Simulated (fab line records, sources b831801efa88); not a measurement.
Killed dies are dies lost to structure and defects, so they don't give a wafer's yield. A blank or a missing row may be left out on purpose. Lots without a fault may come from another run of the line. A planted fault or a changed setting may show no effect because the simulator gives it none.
A struck lot beside a sound one | flow sky130 | 33 steps out of a route of 708
Sound: wafers L671.3, L671.5, L671.6. Struck: wafers L683.1, L683.4, L683.5. The cause comes at the end.
At each step with rows: each side's tool, then ch and its chambers, then its first start. Under that, the readings that differ: sound wafers | struck wafers | difference of the means | sigmas: that difference in standard deviations of wafers without a fault.
alike: readings whose means differ by less than 2 such deviations, and words and numbers that are the same on both sides. not compared: withheld readings, readings that some wafer has no value for, bounds like >300 that may hide the same value, and numbers for which the record gives no deviation and whose values overlap.
The two part at a step that has a row with sigmas, a row that says differs or no value, or rows on one side only. Numbers that don't overlap but have no deviation are shown without sigmas and don't part them. A reading that every wafer of one side lacks parts them only if that side has two wafers or more.

first, 4 steps without rows for these wafers: SKY_LOCAL_INTERCONNECT_SOFTBAKE_07 (time 90 s); SKY_LOCAL_INTERCONNECT_EXPOSE_08 (exposes mask LI1M, target cd 170 nm); SKY_LOCAL_INTERCONNECT_PEB_09; SKY_LOCAL_INTERCONNECT_DEVELOP_10 (develop time 60 s).
SKY_LOCAL_INTERCONNECT_CD_MEAS_11: target cd 170 nm.
  sound on cd_sem-02, day 31 00:38; struck on cd_sem-02, day 35 03:22
  alike: cd_nm
SKY_LOCAL_INTERCONNECT_OVL_MEAS_12:
  sound on overlay-02, day 31 00:43; struck on overlay-02, day 35 03:29
  alike: LOCAL_INTERCONNECT_OVL
then, 1 step without rows for these wafers: SKY_LOCAL_INTERCONNECT_ETCH_13 (etches BARC in N2/H2, stops on SiO2, time 45.9 s, target depth 60 nm).
SKY_LOCAL_INTERCONNECT_METAL_ETCH_14: etches TiN in Cl2/BCl3, stops on PSG, target depth 110 nm, time 31.4 s.
  sound on rie_metal-04 ch 0,1, day 31 00:50; struck on rie_metal-01 ch 0, day 35 03:35
  alike: drypump_motor_current_A, oes_product_au, throttle_valve_pct
  not compared: rf_hours_counter_h
SKY_LOCAL_INTERCONNECT_STRIP_15: strips in O2/N2.
  sound on plasma_asher-03 ch 0,1, day 31 00:53; struck on plasma_asher-03 ch 0, day 35 03:38
  reading                      | sound             | struck            | difference | sigmas
  strip_time_to_endpoint_s (s) | 4.750 4.730 4.750 | 4.711 4.676 4.707 | -0.045     | -2
  alike: drypump_motor_current_A, oes_product_au
  not compared: rf_hours_counter_h
then, 3 steps without rows for these wafers: SKY_LOCAL_INTERCONNECT_STRIP_16 (strips in post etch residue remover, time 1200 s); SKY_LOCAL_INTERCONNECT_CLEAN_17 (cleans in IPA, time 180 s); SKY_LOCAL_INTERCONNECT_CLEAN_18 (cleans in O3/DIW).
SKY_CONTACT_CVD_00: deposits Si3N4, target thk 75 nm.
  sound on pecvd-03 ch 0,2, day 31 01:27; struck on pecvd-03 ch 0,1,2, day 35 04:14
  reading                                   | sound             | struck            | difference | sigmas
  model.Si3N4_of_CONTACT_CVD_00.thk_nm (nm) | 74.27 74.87 74.52 | 78.45 78.89 79.46 | +4.38      |
  alike: heater_power_w
SKY_CONTACT_THK_MEAS_01:
  sound on film_metro-03, day 31 01:31; struck on film_metro-03, day 35 04:16
  reading                 | sound          | struck         | difference | sigmas
  CONTACT_CVD_00_THK (nm) | 74.3 74.9 74.6 | 78.5 78.9 79.4 | +4.3       | +4
then, 1 step without rows for these wafers: SKY_CONTACT_HDPCVD_02 (deposits SiO2, target thk 565 nm, time 94.2 s).
SKY_CONTACT_THK_MEAS_03:
  sound on film_metro-01, day 31 01:38; struck on film_metro-04, day 35 04:23
  alike: CONTACT_HDPCVD_THK
then, 1 step without rows for these wafers: SKY_CONTACT_CMP_04 (polishes SiO2).
SKY_CONTACT_BOW_MEAS_05:
  sound on film_metro-04, day 31 02:01; struck on film_metro-01, day 35 04:45
  alike: CONTACT_BOW
then, 8 steps without rows for these wafers: SKY_CONTACT_DEHYDRATE_06 (time 60 s); SKY_CONTACT_HMDS_07 (prime time 60 s); SKY_CONTACT_COAT_08 (resist thk 60 nm); SKY_CONTACT_COAT_09 (resist thk 450 nm); SKY_CONTACT_SOFTBAKE_10 (time 90 s); SKY_CONTACT_EXPOSE_11 (exposes mask CTM1, target cd 170 nm); SKY_CONTACT_PEB_12; SKY_CONTACT_DEVELOP_13 (develop time 60 s).
SKY_CONTACT_CD_MEAS_14: target cd 170 nm.
  sound on cd_sem-02, day 32 04:26; struck on cd_sem-02, day 36 05:36
  alike: cd_nm
SKY_CONTACT_OVL_MEAS_15:
  sound on overlay-01, day 32 04:32; struck on overlay-01, day 36 05:43
  alike: CONTACT_OVL
SKY_CONTACT_ETCH_16: etches BARC in N2/H2, stops on SiO2, time 45.9 s, target depth 60 nm.
  sound on rie_diel-01 ch 1,2,3, day 32 04:33; struck on rie_diel-01 ch 0,2,3, day 36 05:45
  alike: drypump_motor_current_A, oes_product_au, throttle_valve_pct
  not compared: rf_hours_counter_h
SKY_CONTACT_ETCH_17: etches SiO2 in C4F8/O2/Ar, stops on Si3N4, target depth 340 nm.
  sound on rie_diel-01 ch 1,2,3, day 32 04:36; struck on rie_diel-01 ch 0,2,3, day 36 05:48
  alike: oes_product_au
SKY_CONTACT_ETCH_18: etches Si3N4 in CHF3/O2, stops on TiN, time 39 s, target depth 75 nm.
  sound on rie_diel-01 ch 1,2,3; struck on rie_diel-01 ch 0,2,3
  reading                  | sound             | struck            | difference | sigmas
  oes_product_au (a.u.)    | 0.852 0.850 0.856 | 0.878 0.879 0.883 | +0.027     | +3
  model.etch.depth_nm (nm) | 74.27 74.87 74.52 | 78.45 78.89 79.46 | +4.38      |
  alike: drypump_motor_current_A, throttle_valve_pct
  not compared: rf_hours_counter_h
SKY_CONTACT_STRIP_19: strips in O2/N2.
  sound on plasma_asher-03 ch 0,1, day 32 04:43; struck on plasma_asher-02 ch 0,1, day 36 05:53
  alike: drypump_motor_current_A, oes_product_au, strip_time_to_endpoint_s
  not compared: rf_hours_counter_h
-- the record jumps here: 13 days lie between the struck wafers' starts before and after (it left off in module CONTACT and takes up again in module PAD_OPEN, whose first step shown is number 708 of the route) --
SKY_PAD_OPEN_PROBE_99:
  sound on prober-02, day 46 03:41; struck on prober-02, day 49 03:28
  alike: killed_at_M0_to_M3, killed_at_M4_up, killed_at_contacts, killed_at_front_end, killed_at_other, killed_dies, killed_open, killed_short

WHERE THEY PART
First at SKY_LOCAL_INTERCONNECT_STRIP_15; last, within this record, at SKY_CONTACT_ETCH_18. Later steps at which nothing parts them and some readings are alike: SKY_CONTACT_STRIP_19, SKY_PAD_OPEN_PROBE_99.

WHY: what the simulator had put in
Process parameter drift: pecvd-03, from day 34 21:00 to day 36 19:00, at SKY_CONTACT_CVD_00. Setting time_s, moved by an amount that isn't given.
